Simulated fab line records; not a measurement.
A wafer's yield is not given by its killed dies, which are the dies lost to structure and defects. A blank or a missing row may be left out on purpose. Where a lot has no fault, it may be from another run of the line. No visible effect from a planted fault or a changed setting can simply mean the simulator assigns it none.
Comparing a struck lot with a sound one + flow gf180mcu + 19 out of 602 route steps
Sound: these wafers, L211.1, L211.3, L211.5. Wafers struck: L222.2, L222.4, L222.5. The cause is given at the end.
Per side, at each step with rows, come the tool, then ch with its chambers, and then its first start. Under that, the readings that differ: sound wafers + struck wafers + difference of the means + sigmas: that difference in standard deviations of wafers without a fault.
alike: same words and numbers on both sides, and readings whose means sit less than 2 such deviations apart. not compared: any withheld reading, any reading some wafer has no value for, any bound like >300 that may hide the same value, and any number with overlapping values for which the record gives no deviation.
The two part at a step that has a row with sigmas, a row that says differs or no value, or rows on one side only. When numbers do not overlap yet have no deviation, they are printed without sigmas and do not part them. Lack of a reading on every wafer of one side parts them only where that side has two or more wafers.

first, 3 steps without rows for these wafers: GF_HV_LDD_EXPOSE_04 (exposes mask Nplus LV AREA, target cd 400 nm); GF_HV_LDD_PEB_05; GF_HV_LDD_DEVELOP_06 (develop time 60 s).
GF_HV_LDD_CD_MEAS_07: target cd 400 nm.
  sound: cd sem-01 at day 10 05:38; struck: cd sem-02 at day 13 09:37
  alike: cd nm
GF_HV_LDD_OVL_MEAS_08:
  sound: overlay-01 at day 10 05:46; struck: overlay-01 at day 13 09:43
  alike: HV_LDD_OVL
next, for these wafers, 1 step has no rows: GF_HV_LDD_IMPLANT_09.
GF_HV_LDD_STRIP_10: strips in O2/N2.
  sound on plasma asher-01 ch 0,1, day 10 06:06; struck on plasma asher-04 ch 0,1, day 13 09:54
| reading                     | sound          | struck         | difference | sigmas |
|-----------------------------|----------------|----------------|------------|--------|
| drypump motor current A (A) | 5.75 5.59 5.59 | 6.09 6.00 6.03 | +0.40      | +2     |
  alike: heater power w, oes product au, strip time to endpoint s
  not compared: rf hours counter h
GF_HV_LDD_TW_MEAS_11:
  sound: film metro-01 at day 10 06:12; struck: film metro-02 at day 13 10:01
  alike: HV_LDD_TW
then, 4 steps without rows for these wafers: GF_HV_LDD_DEHYDRATE_12 (time 60 s); GF_HV_LDD_HMDS_13 (prime time 60 s); GF_HV_LDD_COAT_14 (resist thk 1000 nm); GF_HV_LDD_SOFTBAKE_15 (time 60 s).
GF_HV_LDD_EXPOSE_16: exposes mask Pplus LV AREA, target cd 400 nm.
  sound on iline stepper-01 ch 0, day 10 14:57; struck on iline stepper-02 ch 0, day 13 20:32
| reading                        | sound                   | struck               | difference | sigmas |
|--------------------------------|-------------------------|----------------------|------------|--------|
| model.HV_LDD.overlay x nm (nm) | -0.6932 -0.6932 -0.6932 | -102.9 -102.9 -102.9 | -102.2     |        |
  alike: mask
then, 2 steps without rows for these wafers: GF_HV_LDD_PEB_17; GF_HV_LDD_DEVELOP_18 (develop time 60 s).
GF_HV_LDD_CD_MEAS_19: target cd 400 nm.
  sound: cd sem-02 at day 10 23:59; struck: cd sem-01 at day 14 06:46
  alike: cd nm
GF_HV_LDD_OVL_MEAS_20:
  sound: overlay-02 at day 11 00:07; struck: overlay-02 at day 14 06:53
| reading            | sound          | struck               | difference | sigmas |
|--------------------|----------------|----------------------|------------|--------|
| HV_LDD_01_OVL (nm) | -1.1 -0.5 -0.6 | -102.9 -101.7 -101.5 | -101.3     | -63    |
next, for these wafers, 1 step has no rows: GF_HV_LDD_IMPLANT_21.
-- the record jumps here: 18 days lie between the struck wafers' starts before and after (it left off in module HV_LDD and takes up again in module PASSIVATION, whose first step shown is number 602 of the route) --
GF_PASSIVATION_PROBE_99:
  only the struck wafers here have rows in the record (prober-01, day 32 06:58); the sound ones have none

## WHERE THEY PART
Last at GF_PASSIVATION_PROBE_99 as far as this record goes, first at GF_HV_LDD_STRIP_10.

WHY: what the simulator had put in
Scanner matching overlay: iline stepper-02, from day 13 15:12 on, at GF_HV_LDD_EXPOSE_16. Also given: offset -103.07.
